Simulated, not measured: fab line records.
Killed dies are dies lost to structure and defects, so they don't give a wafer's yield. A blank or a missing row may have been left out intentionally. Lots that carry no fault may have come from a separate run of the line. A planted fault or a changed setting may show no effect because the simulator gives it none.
The same fault as seen by 2 desks    flow sky130    what lay behind the numbers comes last; until then each desk has only its own

## THE METROLOGY DESK
Means of the sampled wafers that have a number, per lot and without regard to the tool the lot ran on: this is what the gauges read. If a lot's mean is further than 4 standard deviations from the usual mean, the lot is out of limits and carries the mark OUT (the distance appears in the brackets).
Columns: A = VIA4_HDPCVD_THK at SKY_VIA4_THK_MEAS_01, usual 1752 nm; B = PASSIVATION_CVD_00_THK at SKY_PASSIVATION_THK_MEAS_01, usual 89.6 nm
lot   first seen here  A     B
L975  day 43 14:49     1740  89.5
L976  day 44 09:18     1744  91.4
L977  day 44 20:22     1750  90.4
L978  day 45 02:20     1751  91.8
L979  day 45 06:56     1746  88.9
L980  day 45 10:07     1779  89.0
L981  day 45 19:30     1760  89.8
L987  day 47 09:23     1770  90.8
L991  day 48 12:21     1748  89.0
L995  day 49 08:19     1743  89.9
L996  day 49 10:43     1734  88.8
L997  day 49 14:20     1749  90.6
This desk found nothing out of limits on any of the 12 lots.

## AT THE TOOL OWNER'S DESK: pvd sputter-04
The tool's own readings at SKY_METAL3_SPUTTER_03 (material Ti, target thk 5 nm, time 3.3 s): means of the sampled wafers that have a number, for each lot that ran on this tool. If a lot's mean is further than 4 standard deviations from the usual mean, the lot is out of limits and carries the mark OUT (the distance appears in the brackets).
Columns: A = throttle valve pct at SKY_METAL3_SPUTTER_03, usual 30.0 %
lot   first seen here  A
L975  day 37 18:49     29.9
L978  day 39 13:11     29.8
L979  day 39 19:20     30.1
L980  day 40 01:38     30.4
L987  day 42 08:02     29.5
This desk found nothing out of limits on any of the 5 lots.

## TAKEN TOGETHER
The metrology desk saw nothing out of limits.
The tool owner's desk saw nothing out of limits.

## WHAT THE SIMULATOR HAD INSERTED
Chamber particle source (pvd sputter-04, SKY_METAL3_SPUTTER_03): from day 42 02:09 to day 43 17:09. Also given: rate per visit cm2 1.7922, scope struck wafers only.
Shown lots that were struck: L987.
